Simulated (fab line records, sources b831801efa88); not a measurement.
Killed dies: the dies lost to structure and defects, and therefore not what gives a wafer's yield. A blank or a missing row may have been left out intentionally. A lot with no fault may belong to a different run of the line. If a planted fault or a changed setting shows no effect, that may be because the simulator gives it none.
Which tool is to blame? | flow sky130 | 24 lots with 72 wafers sampled at 2 steps, on a route of 708 steps

== WHAT THE GAUGES SHOWED, per wafer ==
SKY_CAPM_THK_MEAS_01.
lot  | measured     | on            | CAPM_CVD_00_THK (nm)
L074 | day 35 18:34 | film_metro-04 | 15.43 15.40 15.57
L075 | day 36 08:15 | film_metro-03 | 15.26 15.77 15.64
L076 | day 36 19:59 | film_metro-02 | 15.24 15.38 15.59
L077 | day 36 22:27 | film_metro-03 | 15.12 15.25 15.51
L078 | day 37 16:16 | film_metro-03 | 15.28 15.36 15.74
L079 | day 37 16:21 | film_metro-04 | 15.21 15.43 15.23
L080 | day 38 03:24 | film_metro-03 | 15.37 15.97 15.89
L081 | day 38 09:32 | film_metro-03 | 15.62 15.77 15.72
L082 | day 38 17:35 | film_metro-03 | 14.90 15.17 15.15
L083 | day 39 17:34 | film_metro-02 | 15.17 15.56 15.50
L084 | day 39 18:56 | film_metro-04 | 15.37 15.75 16.13
L085 | day 39 20:44 | film_metro-02 | 15.33 15.60 15.48
L086 | day 40 12:06 | film_metro-02 | 15.35 15.38 15.38
L087 | day 41 03:28 | film_metro-03 | 15.37 15.64 15.19
L088 | day 41 12:16 | film_metro-02 | 15.41 15.83 15.59
L089 | day 41 17:58 | film_metro-02 | 15.45 15.78 15.65
L090 | day 41 19:07 | film_metro-03 | 15.54 15.69 15.74
L091 | day 41 21:56 | film_metro-03 | 15.08 15.67 15.48
L092 | day 41 22:51 | film_metro-02 | 15.38 15.37 15.49
L093 | day 42 02:58 | film_metro-03 | 15.47 15.74 15.65
L094 | day 42 07:08 | film_metro-02 | 15.40 15.54 15.66
L095 | day 43 05:03 | film_metro-04 | 15.57 15.78 15.73
L096 | day 43 05:31 | film_metro-02 | 15.31 15.73 15.77
L097 | day 43 17:37 | film_metro-03 | 15.22 15.27 15.30

== WHAT TOOL EACH LOT RAN ON (gives the tool, then ch and the chambers of the sampled wafers, and finally the start) ==
lot  | SKY_METAL3_SPUTTER_03
L074 | pvd_sputter-04, day 35 18:28
L075 | pvd_sputter-01, day 36 08:08
L076 | pvd_sputter-04, day 36 19:53
L077 | pvd_sputter-04, day 36 22:21
L078 | pvd_sputter-01, day 37 16:09
L079 | pvd_sputter-04, day 37 16:14
L080 | pvd_sputter-01, day 38 03:18
L081 | pvd_sputter-01, day 38 09:26
L082 | pvd_sputter-01, day 38 17:29
L083 | pvd_sputter-02, day 39 17:28
L084 | pvd_sputter-02, day 39 18:50
L085 | pvd_sputter-01, day 39 20:38
L086 | pvd_sputter-02, day 40 12:00
L087 | pvd_sputter-04, day 41 03:23
L088 | pvd_sputter-01, day 41 12:09
L089 | pvd_sputter-02, day 41 17:51
L090 | pvd_sputter-02, day 41 19:01
L091 | pvd_sputter-04, day 41 21:50
L092 | pvd_sputter-02, day 41 22:45
L093 | pvd_sputter-01, day 42 02:52
L094 | pvd_sputter-01, day 42 06:59
L095 | pvd_sputter-01, day 43 04:57
L096 | pvd_sputter-02, day 43 05:25
L097 | pvd_sputter-02, day 43 17:31
- SKY_METAL3_SPUTTER_03: material Ti, target thk 5 nm, time 3.3 s.

== WHAT THE TOOLS THEMSELVES READ (means of the sampled wafers that have a number; where no wafer has one, the mark that the record gives instead) ==
SKY_METAL3_SPUTTER_03.
lot  | tool           | throttle_valve_pct (%)
L074 | pvd_sputter-04 | 30.2
L075 | pvd_sputter-01 | 29.9
L076 | pvd_sputter-04 | 30.1
L077 | pvd_sputter-04 | 28.9
L078 | pvd_sputter-01 | 30.0
L079 | pvd_sputter-04 | 29.9
L080 | pvd_sputter-01 | 30.6
L081 | pvd_sputter-01 | 30.4
L082 | pvd_sputter-01 | 29.8
L083 | pvd_sputter-02 | 30.7
L084 | pvd_sputter-02 | 29.7
L085 | pvd_sputter-01 | 30.4
L086 | pvd_sputter-02 | 29.6
L087 | pvd_sputter-04 | 29.3
L088 | pvd_sputter-01 | 30.2
L089 | pvd_sputter-02 | 31.1
L090 | pvd_sputter-02 | 30.7
L091 | pvd_sputter-04 | 29.1
L092 | pvd_sputter-02 | 30.2
L093 | pvd_sputter-01 | 31.0
L094 | pvd_sputter-01 | 31.0
L095 | pvd_sputter-01 | 30.6
L096 | pvd_sputter-02 | 30.3
L097 | pvd_sputter-02 | 30.5

== THE ANSWER, worked out from the rows above alone ==
Rule: usual is defined by the lots themselves. Put in order of their means at a reading, lots are off if they are a third of the lots or fewer, leave a main group of 4 or more, and stand apart from it by a gap of 3 or more times the standard deviation of the main group's means; of several such gaps the widest counts. Not used: any main group whose means are identical at the precision the tables above print for the reading. A lot without any number at a reading at which 4 lots or more have one is off too. Where the step has rows for the other lots, those lots are counted as sound. After the gauges, taken in route order, come the tools' own readings; for these a lot's mean is taken, as printed above. The first step at which some lot is off is used, and at that step the reading that is off furthest; a lot without a number counts as furthest.
Nothing can be told from this: no lot is off at any reading shown.

== WHAT HAD BEEN PUT IN BY THE SIMULATOR ==
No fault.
